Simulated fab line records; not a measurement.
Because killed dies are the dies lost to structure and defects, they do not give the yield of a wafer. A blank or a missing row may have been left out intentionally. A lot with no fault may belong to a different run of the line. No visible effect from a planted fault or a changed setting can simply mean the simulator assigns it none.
fab line records	flow sky130
record lots=13	wafers=39	last_day=50
route steps=708 shown LDD_N@247 CONTACT@410 METAL1@439
lots that met no fault: taken from a fault-free run of the same line
start_h: hours from the record's first day to the start of the lot's first wafer shown	wait_h: hours elapsed since this lot's preceding step	" as in the row above	L1.1+2: one row covering several wafers at once	- no value present, or no start provided	* or withheld: withheld	< > ~ a bound
route shown NAME@n: NAME is a module with steps in the file, n the number in the route of the first one	usual: mean/standard deviation of fault-free wafers	same: alike in all rows	chamber/n: place in a boat	sites: per-site readings	_std_site: how widely they spread, as a standard deviation	_edge_site: inner sites' mean taken away from outer sites' mean	radius_mm: for every site, how far away it sits from the centre of the wafer	mask NAME#n: copy n	behind: the last tool/chamber to shape the wafer	hold: why the lot was held/for how many hours/how that ended	device: transistor that didn't switch, given as n, p or np	end of line: the route-end tests of the same wafers	for a step that has no rows: nothing shown but its recipe	killed: not the wafer's yield, but the dies lost to structure and defects at the first sort	map: per-die view of a wafer (x killed, . not killed, _ where there is no die)
set.NAME: the setting as run; set.NAME@STEP: as run at that earlier step	model.NAME: the simulator's own value behind a step, which no gauge read
a sample of lots followed through the steps of the route, with each step as a table and each wafer as a row
services: when a tool's chamber went out of use (start_h, in hours from the record's first day, below 0 if earlier), for how many hours, and the reason
## steps
# step SKY_LDD_N_IMPLANT_10
# recipe species=As	energy_kev=20	dose_cm2=7.5e+13	tilt_deg=withheld	rotation_deg=203
# usual beam_energy_keV=20.000/0.0063	dose_ions_cm2=7.5e+13/8.2e+10	faraday_current_uA=419/9.5	rotation_deg=203.01/0.048
lot.wafer	tool	chamber	start_h	wait_h	beam_energy_keV	dose_ions_cm2	faraday_current_uA	rotation_deg
L140.2	implanter-02	0	409.93	0.1	20.012	7.49e+13	402	203.04
L140.3	"	0	"	"	20.006	7.494e+13	409	203.04
L140.4	"	0	"	"	20.000	7.494e+13	426	203.01
L141.1	implanter-02	0	422.97	0.1	19.996	7.497e+13	415	202.98
L141.4	"	0	"	"	20.002	7.497e+13	399	203.00
L141.5	"	0	"	"	19.991	7.507e+13	404	202.99
L143.1	implanter-03	0	455.35	0.1	20.000	7.506e+13	427	203.01
L143.3	"	0	"	"	19.991	7.515e+13	411	202.99
L143.6	"	0	"	"	19.991	7.51e+13	434	202.98
L146.2	implanter-03	0	488.35	0.1	20.000	7.49e+13	424	203.00
L146.5	"	0	"	"	19.998	7.484e+13	420	202.99
L146.6	"	0	"	"	19.996	7.489e+13	425	203.09
L148.1	implanter-03	0	498.10	0.1	19.999	7.515e+13	432	203.01
L148.2	"	0	"	"	20.000	7.503e+13	431	203.02
L148.5	"	0	"	"	20.003	7.504e+13	432	203.03
L147.1	implanter-02	0	498.40	0.1	20.003	7.495e+13	405	203.01
L147.2	"	0	"	"	20.002	7.499e+13	413	202.99
L147.3	"	0	"	"	19.990	7.501e+13	401	202.98
L149.1	implanter-03	0	506.05	0.1	19.999	8.264e+13	469	203.00
L149.2	"	0	"	"	19.989	8.268e+13	463	202.98
L149.3	"	0	"	"	19.997	8.267e+13	471	203.06
L152.2	implanter-03	0	535.40	0.1	20.003	8.255e+13	462	202.97
L152.4	"	0	"	"	20.008	8.257e+13	456	202.97
L152.6	"	0	"	"	20.007	8.254e+13	449	203.02
L158.3	implanter-01	0	576.85	0.1	19.991	7.501e+13	423	203.04
L158.4	"	0	"	"	20.005	7.502e+13	436	203.11
L158.5	"	0	"	"	19.995	7.503e+13	409	203.18
L159.3	implanter-01	0	578.87	0.1	19.986	7.491e+13	426	202.95
L159.4	"	0	"	"	19.993	7.507e+13	422	203.06
L159.6	"	0	"	"	20.002	7.492e+13	419	203.05
L160.1	implanter-01	0	586.47	0.1	19.993	7.513e+13	409	202.93
L160.5	"	0	"	"	20.000	7.5e+13	404	203.01
L160.6	"	0	"	"	19.987	7.492e+13	415	202.97
L161.2	implanter-03	0	599.38	0.1	20.015	7.504e+13	418	202.97
L161.3	"	0	"	"	20.009	7.508e+13	422	203.04
L161.5	"	0	"	"	20.005	7.499e+13	423	203.00
L162.1	implanter-03	0	602.97	0.1	19.997	7.493e+13	429	203.01
L162.5	"	0	"	"	20.004	7.496e+13	427	203.02
L162.6	"	0	"	"	20.008	7.499e+13	419	203.02
# step SKY_CONTACT_CMP_04
# recipe material=SiO2	down_force_psi=4	platen_rpm=60	pad_velocity_m_s=0.94248
# usual motor_current_A=12.2/1.2	time_to_endpoint_s=81/3.7
lot.wafer	tool	chamber	start_h	wait_h	motor_current_A	time_to_endpoint_s
L140.4	cmp-01	2	718.44	0.0	14.5	92
L140.2	"	0	"	"	12.5	88
L140.3	"	1	"	"	13.1	88
L141.4	cmp-02	3	729.94	0.0	12.2	78
L141.1	"	0	"	"	12.8	77
L141.5	"	3	"	"	12.1	76
L143.3	cmp-01	3	758.25	0.0	11.6	84
L143.1	"	2	"	"	15.1	82
L143.6	"	0	"	"	12.0	79
L146.2	cmp-01	2	787.51	0.6	14.2	84
L146.6	"	3	"	"	11.0	85
L146.5	"	0	"	"	12.0	83
L148.1	cmp-02	1	792.76	0.1	11.2	83
L148.2	"	2	"	"	11.2	78
L148.5	"	3	"	"	11.7	73
L147.3	cmp-02	2	796.43	0.1	11.9	80
L147.1	"	3	"	"	11.6	79
L147.2	"	0	"	"	12.6	79
L149.3	cmp-02	1	801.48	0.1	10.6	78
L149.1	"	2	"	"	11.0	79
L149.2	"	3	"	"	12.0	75
L152.4	cmp-02	3	839.08	0.0	11.7	80
L152.2	"	1	"	"	11.1	83
L152.6	"	0	"	"	13.2	80
L158.3	cmp-02	0	861.94	0.1	12.5	81
L158.4	"	2	"	"	10.9	78
L158.5	"	3	"	"	11.6	79
L159.3	cmp-02	3	865.62	0.1	11.6	83
L159.4	"	0	"	"	13.2	85
L159.6	"	3	"	"	12.1	87
L160.1	cmp-01	3	871.71	0.3	11.4	83
L160.5	"	2	"	"	15.0	82
L160.6	"	3	"	"	11.6	85
L161.2	cmp-01	2	881.55	0.0	14.9	82
L161.3	"	0	"	"	12.1	79
L161.5	"	3	"	"	11.7	81
L162.1	cmp-02	0	884.86	0.1	12.1	83
L162.5	"	3	"	"	12.0	77
L162.6	"	0	"	"	13.1	81
# step SKY_CONTACT_CVD_24
# recipe material=W	target_thk_nm=340	time_s=102.12	temp_c=400	pressure_torr=40
# usual heater_power_w=930/62
lot.wafer	tool	chamber	start_h	wait_h	heater_power_w
L140.2	cvd_w-02	0	747.21	0.0	825
L140.3	"	0	"	"	845
L140.4	"	1	"	"	1024
L141.1	cvd_w-01	1	758.51	0.0	905
L141.4	"	1	"	"	898
L141.5	"	0	"	"	934
L143.1	cvd_w-01	0	786.31	0.0	961
L143.3	"	0	"	"	962
L143.6	"	0	"	"	962
L146.2	cvd_w-02	1	815.43	0.0	1018
L146.5	"	0	"	"	844
L146.6	"	1	"	"	1054
L148.1	cvd_w-02	0	820.53	0.0	865
L148.2	"	1	"	"	1028
L148.5	"	1	"	"	1007
L147.1	cvd_w-01	0	824.51	0.0	969
L147.2	"	1	"	"	916
L147.3	"	0	"	"	991
L149.1	cvd_w-01	1	829.73	0.0	906
L149.2	"	0	"	"	937
L149.3	"	1	"	"	917
L152.2	cvd_w-01	0	866.64	0.0	939
L152.4	"	0	"	"	969
L152.6	"	0	"	"	969
L158.3	cvd_w-01	1	890.24	0.1	895
L158.4	"	0	"	"	965
L158.5	"	0	"	"	964
L159.3	cvd_w-02	0	892.89	0.1	817
L159.4	"	1	"	"	1004
L159.6	"	1	"	"	1031
L160.1	cvd_w-01	0	898.91	0.0	949
L160.5	"	1	"	"	897
L160.6	"	0	"	"	978
L161.2	cvd_w-02	0	909.04	0.0	839
L161.3	"	0	"	"	847
L161.5	"	0	"	"	834
L162.1	cvd_w-02	0	911.60	0.0	825
L162.5	"	0	"	"	833
L162.6	"	1	"	"	1039
# step SKY_METAL1_RS_MEAS_05
# recipe thk_meas_gauge=four-point-probe	reads=TiN_of_METAL1_SPUTTER_04+Ti_of_METAL1_SPUTTER_03+AlCu_of_METAL1_SPUTTER_02+TiN_of_METAL1_SPUTTER_01+Ti_of_METAL1_SPUTTER_00
# usual METAL1_ALCU_RS=0.1268/0.0012
lot.wafer	tool	chamber	start_h	wait_h	METAL1_ALCU_RS[ohm/sq]
L140.2	film_metro-04	-	747.96	0.0	0.1265
L140.3	"	-	"	"	0.1259
L140.4	"	-	"	"	0.1264
L141.1	film_metro-02	-	759.24	0.0	0.1256
L141.4	"	-	"	"	0.1266
L141.5	"	-	"	"	0.1264
L143.1	film_metro-01	-	787.50	0.0	0.1277
L143.3	"	-	"	"	0.1275
L143.6	"	-	"	"	0.1261
L146.2	film_metro-04	-	816.18	0.0	0.1258
L146.5	"	-	"	"	0.1257
L146.6	"	-	"	"	0.1256
L148.1	film_metro-02	-	821.26	0.0	0.1270
L148.2	"	-	"	"	0.1262
L148.5	"	-	"	"	0.1279
L147.1	film_metro-01	-	825.24	0.0	0.1254
L147.2	"	-	"	"	0.1262
L147.3	"	-	"	"	0.1271
L149.1	film_metro-01	-	830.46	0.0	0.1265
L149.2	"	-	"	"	0.1252
L149.3	"	-	"	"	0.1267
L152.2	film_metro-01	-	867.39	0.0	0.1252
L152.4	"	-	"	"	0.1251
L152.6	"	-	"	"	0.1266
L158.3	film_metro-01	-	890.98	0.1	0.1248
L158.4	"	-	"	"	0.1254
L158.5	"	-	"	"	0.1251
L159.3	film_metro-01	-	893.63	0.1	0.1292
L159.4	"	-	"	"	0.1285
L159.6	"	-	"	"	0.1285
L160.1	film_metro-04	-	899.64	0.0	0.1281
L160.5	"	-	"	"	0.1276
L160.6	"	-	"	"	0.1276
L161.2	film_metro-01	-	909.79	0.0	0.1276
L161.3	"	-	"	"	0.1265
L161.5	"	-	"	"	0.1269
L162.1	film_metro-01	-	912.33	0.0	0.1286
L162.5	"	-	"	"	0.1282
L162.6	"	-	"	"	0.1274
## services
tool	chamber	start_h	hours	kind
cmp-01	-	388.93	1.5	repair
cvd_w-02	-	390.00	14.0	pm
cmp-01	-	404.00	4.0	pm
cmp-01	-	433.19	3.8	pm
cvd_w-01	-	442.77	0.8	repair
cvd_w-01	-	456.68	2.3	repair
implanter-03	-	481.24	1.1	repair
cvd_w-02	0	555.65	1.8	repair
cvd_w-02	-	561.58	2.8	pm
cvd_w-01	1	566.67	5.2	repair
implanter-03	-	566.77	3.4	pm
cmp-02	-	572.30	4.0	pm
cmp-02	-	615.76	3.8	repair
cvd_w-02	-	628.22	0.2	repair
cmp-02	-	658.26	5.4	pm
cvd_w-01	1	677.03	2.5	repair
cmp-02	-	682.47	3.9	repair
cmp-02	-	707.67	5.2	pm
cvd_w-02	1	830.58	3.5	repair
cvd_w-02	-	884.57	0.4	repair
implanter-03	-	890.63	5.8	repair
cmp-02	-	893.84	1.1	repair
implanter-03	-	902.15	3.9	pm
cvd_w-01	-	904.00	14.0	pm
## key
first_sign step=SKY_LDD_N_IMPLANT_10	reading=dose_ions_cm2	direction=up	sigmas=93	usual=*	struck=*
effect step=SKY_LDD_N_IMPLANT_10	reading=faraday_current_uA	direction=up	sigmas=4.5	usual=419	struck=462
met_at SKY_LDD_N_IMPLANT_10
struck_lots L149,L152
tester_left_out L149,L152
not_acting_at SKY_CONTACT_CMP_04,SKY_CONTACT_CVD_24,SKY_METAL1_RS_MEAS_05
onset_between 498.10 506.05
fault kind=process_parameter_drift	tool=implanter-03	chamber=-	onset_h=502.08	steps=SKY_LDD_N_IMPLANT_10	channel=dose_cm2	offset=*	shape=step	end_h=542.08	acts_in=*	stated=*
# tester_left_out: of these lots the tester's yield and bins aren't shown, on N5 and GAA mostly nor the transistor test; their killed dies are dies lost to structure and defects alone, not to doping, threshold or leakage, so they don't give the yield
